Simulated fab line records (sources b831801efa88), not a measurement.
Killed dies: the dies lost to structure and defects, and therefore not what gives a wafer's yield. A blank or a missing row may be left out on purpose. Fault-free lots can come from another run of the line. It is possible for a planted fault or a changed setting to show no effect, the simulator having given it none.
Which tool is to blame?	flow gf180mcu	33 wafers from 11 lots sampled at 3 of the route's 602 steps

WHAT EACH GAUGE READ, for each wafer
GF_PSD_TW_MEAS_11.
lot	measured	on	PSD_TW
L695	day 15 05:53	film metro-01	3186 3211 3210
L698	day 16 01:41	film metro-01	3207 3187 3223
L701	day 17 07:28	film metro-01	3188 3188 3197
L702	day 17 13:37	film metro-01	3198 3195 3193
L703	day 17 21:59	film metro-01	3205 3188 3191
L704	day 18 08:39	film metro-01	3225 3243 3229
L707	day 19 12:50	film metro-02	3198 3210 3207
L708	day 19 14:14	film metro-02	3195 3212 3205
L713	day 21 12:33	film metro-01	3448 3473 3442 3470 3463 3461
L714	day 21 23:20	film metro-04	3452 3451 3443 3459 3453 3445
L716	day 22 07:12	film metro-02	3428 3445 3446 3435 3422 3429

EACH LOT AND THE TOOL THAT RAN IT (in order: tool; ch and the chambers of the sampled wafers; start)
lot	GF_PSD_IMPLANT_09	GF_PSD_STRIP_10
L695	implanter-04 ch 0, day 15 05:38	plasma asher-04 ch 0,1, day 15 05:47
L698	implanter-01 ch 0, day 16 01:26	plasma asher-01 ch 0,1, day 16 01:35
L701	implanter-04 ch 0, day 17 07:14	plasma asher-04 ch 0,1, day 17 07:23
L702	implanter-01 ch 0, day 17 13:23	plasma asher-01 ch 0,1, day 17 13:32
L703	implanter-04 ch 0, day 17 21:44	plasma asher-01 ch 1, day 17 21:53
L704	implanter-01 ch 0, day 18 08:25	plasma asher-04 ch 0,1, day 18 08:32
L707	implanter-03 ch 0, day 19 12:35	plasma asher-02 ch 0,1, day 19 12:44
L708	implanter-01 ch 0, day 19 13:59	plasma asher-02 ch 0,1, day 19 14:08
L713	implanter-01 ch 0, day 21 12:19	plasma asher-04 ch 0,1, day 21 12:26
L714	implanter-01 ch 0, day 21 23:05	plasma asher-01 ch 0,1, day 21 23:14
L716	implanter-01 ch 0, day 22 06:58	plasma asher-01 ch 0,1, day 22 07:05
- GF_PSD_IMPLANT_09
- GF_PSD_STRIP_10: strips in O2/N2.

THE ANSWER, worked out from the rows above alone
Rule: usual is defined by the lots themselves. Put in order of their means at a reading, lots are off if they are a third of the lots or fewer, leave a main group of 4 or more, and stand apart from it by a gap of 3 or more times the standard deviation of the main group's means; of several such gaps the widest counts. A main group is skipped when, at the precision printed for the reading in the tables above, its means are all equal. Also off: a lot with no number at a reading for which 4 or more lots have one. All remaining lots with rows at the step are treated as sound.
Off: L713, L714, L716, at GF_PSD_TW_MEAS_11 (PSD_TW). Mean 3204 and standard deviation 12 in the main group.
A tool fits if, at a process step before that reading, it ran every lot that is off, and no sound lot after the first of them. Gauges at GF_PSD_TW_MEAS_11: tried the same way as those tools. One fits: GF_PSD_IMPLANT_09 on implanter-01. Its last sound lot is L708 (day 19 13:59), its first lot that is off L713 (day 21 12:19): a fault that began between those two fits.

WHAT WAS PUT IN BY THE SIMULATOR
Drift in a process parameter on implanter-01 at GF_PSD_IMPLANT_09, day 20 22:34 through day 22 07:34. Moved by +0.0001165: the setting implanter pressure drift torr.
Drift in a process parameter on implanter-01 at GF_PSD_IMPLANT_09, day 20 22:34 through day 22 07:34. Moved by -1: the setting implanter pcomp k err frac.
Struck lots among those shown: L713, L714, L716. The rule above found the same.
